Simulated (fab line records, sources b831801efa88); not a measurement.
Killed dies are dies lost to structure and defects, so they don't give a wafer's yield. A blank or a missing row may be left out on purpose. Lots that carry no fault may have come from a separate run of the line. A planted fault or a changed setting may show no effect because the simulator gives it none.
Problem report in the 8D (eight disciplines) form, filled by code	flow sky130	the parts of the form that need people (team, actions taken, sign-off) are left out

1. WHAT WENT WRONG
Wafers without a fault read 10.000, standard deviation 0.003; beam-energy-keV at SKY_GATE_OXIDE_IMPLANT_11 reads a mean of 10.914 on 9 wafers belonging to 3 lots. That is +99 or more standard deviations from the usual mean.
The first sign was on wafer L788.2 at day 18 15:44, on implanter-04. The record holds 39 wafers of 13 lots with a number at this step. The rule behind "out" and "out of limits": a value lying over 4 standard deviations away from the usual mean. All remaining wafers that have a number are taken as sound.

2. WHAT IT IS, AND WHAT IT ISN'T
question	is	is not
which readings at this step	beam-energy-keV	faraday-current-uA
which lots	L788, L789, L792	L775, L776, L777, L779, L780, L781, L782, L787, L791, L798
which wafers of those lots	all that have a number	-
read on which tools	implanter-04	implanter-01, implanter-03
when	from day 18 15:44	up to then (24 sound wafers); but 6 sound wafers of L791, L798 came after

3. SUSPECTS, AND WHAT RULES EACH OUT
Counting: a tool stays on the suspect list if, at a process step up to the reading, it processed all lots that are out and no sound lot following the first of them.
- implanter-04 at SKY_GATE_OXIDE_IMPLANT_11: kept. It processed each lot that is out, first L788 at day 18 15:44, and no sound lot thereafter; up to then, the last sound lot it processed was L787 at day 18 11:32. Out on those wafers are its own readings of beam-energy-keV.
Left after counting: implanter-04 at SKY_GATE_OXIDE_IMPLANT_11.

4. THE CAUSE (what the simulator had put in)
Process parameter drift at SKY_GATE_OXIDE_IMPLANT_11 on implanter-04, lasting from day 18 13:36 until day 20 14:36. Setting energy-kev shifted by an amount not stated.
The count eliminated every tool but this one.

5. THE CHAIN OF EFFECTS, in route order
One row per reading whose mean, taken over the struck wafers that have a number, lies over 3 standard deviations from the usual. Only readings whose record carries a usual standard deviation are examined. hours: median over the lots of the time between each lot's start at the first step of this table that gives one and its start at this step. sigmas: the change, counted in usual standard deviations.
hours	step	reading	usual	on struck wafers	change	sigmas
0	SKY_GATE_OXIDE_IMPLANT_11	beam-energy-keV	10.000	10.914	+0.914	+99 or more
Process steps it contains:
- SKY_GATE_OXIDE_IMPLANT_11
Later steps that measure or inspect, where all struck wafers having a row at the step show a number for every such reading and not one has moved that far: SKY_LDD_P_OVL_MEAS_08.

6. WHAT WOULD HAVE CAUGHT IT SOONER
2 hours passed between the start of the fault at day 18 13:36 and the first reading out of limits in this record, taken at day 18 15:44.
